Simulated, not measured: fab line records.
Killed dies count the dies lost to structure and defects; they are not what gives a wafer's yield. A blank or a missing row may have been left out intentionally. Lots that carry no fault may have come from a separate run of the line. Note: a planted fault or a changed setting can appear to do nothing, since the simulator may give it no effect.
Matching of chambers / flow sky130 / SKY_VIA2_ETCH_15 on rieDiel-02: 4 sister chambers
The step etches SiO2 in C4F8/O2/Ar, stops on TiN, target depth 546 nm, time 84 s. 7 wafers are shown with their chamber, then 8 later ones without.

## WAFERS WITH THEIR CHAMBER
wafer=L077.5; chamber=0; oesProductAu (a.u.)=0.933
wafer=L078.2; chamber=0; oesProductAu (a.u.)=0.942
wafer=L078.4; chamber=3; oesProductAu (a.u.)=0.934
wafer=L085.2; chamber=3; oesProductAu (a.u.)=0.945
wafer=L085.4; chamber=1; oesProductAu (a.u.)=0.941
wafer=L085.5; chamber=2; oesProductAu (a.u.)=0.944
wafer=L087.2; chamber=2; oesProductAu (a.u.)=0.941

## WAFERS WITHOUT THEIR CHAMBER
wafer=L087.3; oesProductAu (a.u.)=0.937
wafer=L087.6; oesProductAu (a.u.)=0.932
wafer=L090.1; oesProductAu (a.u.)=0.932
wafer=L090.3; oesProductAu (a.u.)=0.941
wafer=L090.6; oesProductAu (a.u.)=0.935
wafer=L094.1; oesProductAu (a.u.)=0.943
wafer=L094.4; oesProductAu (a.u.)=0.932
wafer=L094.5; oesProductAu (a.u.)=0.940

## THE CHAMBER EACH PASSED THROUGH
wafer=L087.3; from the rows above=can't be placed: 0 or 3 or 1 or 2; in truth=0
wafer=L087.6; from the rows above=can't be placed: 0 or 3 or 1 or 2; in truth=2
wafer=L090.1; from the rows above=can't be placed: 0 or 3 or 1 or 2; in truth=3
wafer=L090.3; from the rows above=can't be placed: 1 or 2 or 3 or 0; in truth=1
wafer=L090.6; from the rows above=can't be placed: 0 or 3 or 1 or 2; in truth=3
wafer=L094.1; from the rows above=can't be placed: 2 or 1 or 3 or 0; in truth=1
wafer=L094.4; from the rows above=can't be placed: 0 or 3 or 1 or 2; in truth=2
wafer=L094.5; from the rows above=can't be placed: 3 or 1 or 0 or 2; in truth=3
0 of 8 placed correctly. Can't be placed from these rows: 8 (the true chamber is among the candidates in 8). Wrongly placed: 0.
How it was worked out, from the rows above alone: a wafer's distance from a chamber is the root of the sum, over the readings, of the square of ((its reading less the chamber's mean) divided by the reading's scatter). The wafer belongs to the nearest chamber; if the next one is less than 2 further off, it can't be placed. A chamber's mean is the mean of its shown wafers. The scatter: take each reading less its chamber's mean, square it, sum over the shown wafers, divide by the number of wafers less the number of chambers, and take the root.
